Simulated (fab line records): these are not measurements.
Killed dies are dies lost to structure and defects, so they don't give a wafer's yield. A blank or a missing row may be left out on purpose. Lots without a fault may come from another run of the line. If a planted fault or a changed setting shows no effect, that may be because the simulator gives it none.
Chamber matching :: flow sky130 :: SKY_VIA3_CMP_02 on cmp-01 has 4 sister chambers
The step polishes SiO2. 8 wafers are shown with their chamber, then 8 later ones without.

EACH WAFER AND ITS CHAMBER
wafer: L569.4
chamber: 3
motor_current_A (A): 12.8

wafer: L569.6
chamber: 3
motor_current_A (A): 12.7

wafer: L571.5
chamber: 2
motor_current_A (A): 11.6

wafer: L571.6
chamber: 1
motor_current_A (A): 11.6

wafer: L574.4
chamber: 2
motor_current_A (A): 11.6

wafer: L574.5
chamber: 1
motor_current_A (A): 11.8

wafer: L574.6
chamber: 0
motor_current_A (A): 11.4

wafer: L575.2
chamber: 0
motor_current_A (A): 11.9

WAFERS WITHOUT THEIR CHAMBER
wafer: L575.3
motor_current_A (A): 11.5

wafer: L575.5
motor_current_A (A): 11.5

wafer: L578.3
motor_current_A (A): 11.7

wafer: L578.4
motor_current_A (A): 11.6

wafer: L578.5
motor_current_A (A): 11.5

wafer: L588.2
motor_current_A (A): 12.3

wafer: L588.3
motor_current_A (A): 12.1

wafer: L588.4
motor_current_A (A): 11.5

WHICH CHAMBER EACH ONE RAN IN
wafer: L575.3
from the rows above: can't be placed: 2 or 0 or 1
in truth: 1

wafer: L575.5
from the rows above: can't be placed: 2 or 0 or 1
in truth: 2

wafer: L578.3
from the rows above: can't be placed: 1 or 0 or 2
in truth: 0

wafer: L578.4
from the rows above: can't be placed: 2 or 0 or 1
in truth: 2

wafer: L578.5
from the rows above: can't be placed: 2 or 0 or 1
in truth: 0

wafer: L588.2
from the rows above: can't be placed: 3 or 1 or 0 or 2
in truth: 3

wafer: L588.3
from the rows above: can't be placed: 1 or 0 or 2 or 3
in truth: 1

wafer: L588.4
from the rows above: can't be placed: 2 or 0 or 1
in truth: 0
Correctly placed: 0 of 8. Can't be placed from these rows: 8 (the true chamber is among the candidates in 8). Placed wrongly: 0.
How it was worked out, from the rows above alone: a wafer's distance from a chamber is the root of the sum, over the readings, of the square of ((its reading less the chamber's mean) divided by the reading's scatter). If the next closest chamber is less than 2 further off than the closest, the wafer can't be placed; otherwise it belongs to the closest. A chamber's mean is the mean of its shown wafers. The scatter: the root of (the sum of the squares of (reading less its chamber's mean) over the shown wafers, divided by (wafers less chambers)).
